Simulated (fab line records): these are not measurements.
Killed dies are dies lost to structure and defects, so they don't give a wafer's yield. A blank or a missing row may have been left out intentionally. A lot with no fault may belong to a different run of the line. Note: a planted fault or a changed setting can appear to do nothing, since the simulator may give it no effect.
Which tool was responsible? + flow sky130 + 72 wafers from 24 lots sampled at 2 of the route's 708 steps

WHAT EACH GAUGE READ, for each wafer
SKY_VT_ADJUST_HVTR_OVL_MEAS_08.
| lot  | measured     | on         | VT_ADJUST_HVTR_OVL (nm) |
|------|--------------|------------|-------------------------|
| L074 | day 9 12:40  | overlay-02 | 0.5 0.8 1.1             |
| L075 | day 9 21:34  | overlay-02 | 0.6 1.5 1.7             |
| L077 | day 10 06:28 | overlay-01 | -1.7 -1.2 -2.7          |
| L076 | day 10 07:19 | overlay-02 | 4.4 2.4 3.1             |
| L078 | day 10 13:04 | overlay-02 | 1.5 0.7 2.6             |
| L079 | day 10 22:22 | overlay-01 | 2.3 1.8 -0.2            |
| L080 | day 11 08:58 | overlay-02 | 2.0 0.6 1.8             |
| L081 | day 11 11:10 | overlay-01 | -0.4 -0.4 -0.1          |
| L082 | day 11 18:00 | overlay-02 | 0.7 1.1 1.0             |
| L083 | day 12 01:13 | overlay-01 | 1.1 -0.7 -1.8           |
| L084 | day 12 08:49 | overlay-01 | 0.0 0.5 1.9             |
| L085 | day 12 13:43 | overlay-02 | 1.1 0.4 1.4             |
| L086 | day 12 21:07 | overlay-01 | -0.7 1.7 0.0            |
| L087 | day 13 03:46 | overlay-02 | 0.0 0.7 -0.2            |
| L088 | day 13 09:04 | overlay-01 | -2.0 -3.4 -1.3          |
| L089 | day 13 21:04 | overlay-01 | 1.6 0.3 1.7             |
| L090 | day 14 01:04 | overlay-02 | -0.9 0.4 0.2            |
| L091 | day 14 09:22 | overlay-01 | 2.6 2.4 1.2             |
| L092 | day 14 17:34 | overlay-02 | 1.2 0.5 0.8             |
| L093 | day 14 23:37 | overlay-01 | 0.0 0.0 1.2             |
| L094 | day 15 19:52 | overlay-01 | -2.1 0.0 -0.8           |
| L095 | day 16 16:47 | overlay-02 | -1.3 0.9 -1.3           |
| L096 | day 16 18:40 | overlay-02 | 0.5 0.8 0.2             |
| L097 | day 16 19:31 | overlay-01 | 4.8 3.0 3.6             |

SKY_SD_P_OVL_MEAS_08.
| lot  | measured     | on         | SD_P_OVL (nm)  |
|------|--------------|------------|----------------|
| L074 | day 25 19:43 | overlay-02 | 0.1 0.4 -0.2   |
| L075 | day 26 12:41 | overlay-01 | 0.6 1.6 1.5    |
| L077 | day 26 11:47 | overlay-02 | -0.8 -0.3 -1.5 |
| L076 | day 26 08:19 | overlay-02 | -0.4 -0.3 -0.3 |
| L078 | day 26 13:07 | overlay-02 | -0.3 -1.1 0.1  |
| L079 | day 27 10:46 | overlay-02 | 3.3 -0.4 1.2   |
| L080 | day 27 18:19 | overlay-02 | 0.4 -2.4 -1.3  |
| L081 | day 27 21:32 | overlay-01 | 2.2 0.7 3.4    |
| L082 | day 28 05:24 | overlay-01 | 1.8 1.7 1.4    |
| L083 | day 28 09:26 | overlay-01 | 0.5 0.1 1.3    |
| L084 | day 28 15:57 | overlay-02 | 1.3 0.7 0.8    |
| L085 | day 28 23:19 | overlay-02 | 0.5 -0.9 -0.2  |
| L086 | day 29 07:28 | overlay-02 | 1.5 1.0 -0.9   |
| L087 | day 29 13:04 | overlay-01 | 1.3 0.8 1.2    |
| L088 | day 29 18:26 | overlay-01 | -1.3 -0.4 -0.3 |
| L089 | day 30 10:33 | overlay-02 | -1.1 -1.7 -0.8 |
| L090 | day 30 14:43 | overlay-01 | -1.4 -1.6 -1.6 |
| L091 | day 31 01:19 | overlay-01 | 0.5 0.4 1.9    |
| L092 | day 31 09:54 | overlay-01 | 3.0 2.9 4.2    |
| L093 | day 31 13:45 | overlay-01 | 1.1 1.8 2.2    |
| L094 | day 32 10:04 | overlay-02 | 2.7 1.6 1.2    |
| L095 | day 33 02:17 | overlay-02 | -0.3 0.0 0.3   |
| L096 | day 33 05:04 | overlay-01 | 2.1 2.1 2.2    |
| L097 | day 33 04:28 | overlay-01 | -0.5 -0.7 0.3  |

TOOL THAT RAN EACH LOT (tool first, then ch and the chambers of the sampled wafers, then the start)
The record shows no process step preceding these readings.

WHAT THE TOOLS THEMSELVES READ (means of the sampled wafers that have a number; where no wafer has one, the mark that the record gives instead)
The record holds no such reading with a usual standard deviation.

THE ANSWER, worked out from the rows above alone
Rule: the usual values come from the lots themselves. The widest of any qualifying gaps counts: lots, ordered by their means at a reading, are off when they make up no more than a third of the lots, leave a main group of 4 or more, and stand apart from it by 3 or more times the standard deviation of that group's means. If all means in a main group match to the digits the tables above print for the reading, that group is not used. Also off: a lot with no number at a reading for which 4 or more lots have one. All remaining lots with rows at the step are treated as sound. The gauges are gone through in route order, then the tools' own readings, and for those a lot's mean is taken as printed above. At the first step where some lot is off, the reading lying furthest off is the one used; lots without a number count as furthest.
Across all readings shown, no lot is off: no conclusion can be drawn from this.

WHAT THE SIMULATOR HAD PUT IN
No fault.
